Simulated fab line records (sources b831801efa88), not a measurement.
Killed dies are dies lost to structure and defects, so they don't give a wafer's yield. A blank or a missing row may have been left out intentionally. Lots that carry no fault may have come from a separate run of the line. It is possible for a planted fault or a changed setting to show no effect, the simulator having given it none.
Matching of chambers | flow sky130 | cmp-01 running SKY_VIA1_CMP_24: 4 sister chambers
The step polishes, stops on SiO2, t overpolish 15 s, target thk 0 nm. 8 wafers are shown with their chamber, then 8 later ones without.

EACH WAFER AND ITS CHAMBER
wafer  | chamber | time-to-endpoint-s (s) | motor-current-A (A)
L865.1 | 1       | 61                     | 10.9
L869.2 | 0       | 70                     | 10.5
L869.5 | 3       | 58                     | 10.2
L871.2 | 2       | 65                     | 11.5
L871.4 | 0       | 67                     | 10.5
L871.6 | 1       | 62                     | 10.5
L877.1 | 2       | 64                     | 11.6
L877.3 | 3       | 56                     | 9.9

WAFERS MISSING THEIR CHAMBER
wafer  | time-to-endpoint-s (s) | motor-current-A (A)
L877.5 | 60                     | 10.2
L881.5 | 81                     | 11.6
L886.4 | 57                     | 10.6
L886.5 | 66                     | 10.4
L886.6 | 60                     | 10.4
L887.2 | 68                     | 10.6
L887.5 | 58                     | 10.1
L887.6 | 70                     | 10.8

THE CHAMBER EACH PASSED THROUGH
wafer  | from the rows above     | in truth
L877.5 | can't be placed: 3 or 1 | 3
L881.5 | can't be placed: 0 or 2 | 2
L886.4 | can't be placed: 3 or 1 | 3
L886.5 | can't be placed: 0 or 1 | 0
L886.6 | can't be placed: 1 or 3 | 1
L887.2 | 0                       | 0
L887.5 | 3                       | 3
L887.6 | 0                       | 0
Placed correctly: 3 of 8. Can't be placed from these rows: 5 (the true chamber is among the candidates in 5). Number placed wrongly: 0.
How it was worked out, from the rows above alone: a wafer's distance from a chamber is the root of the sum, over the readings, of the square of ((its reading less the chamber's mean) divided by the reading's scatter). If the next closest chamber is less than 2 further off than the closest, the wafer can't be placed; otherwise it belongs to the closest. Each chamber's mean is taken over the wafers shown for it. How the scatter is found: for the shown wafers, subtract from each reading the mean of its chamber, square and add these, divide the total by (wafers less chambers), then take the root.
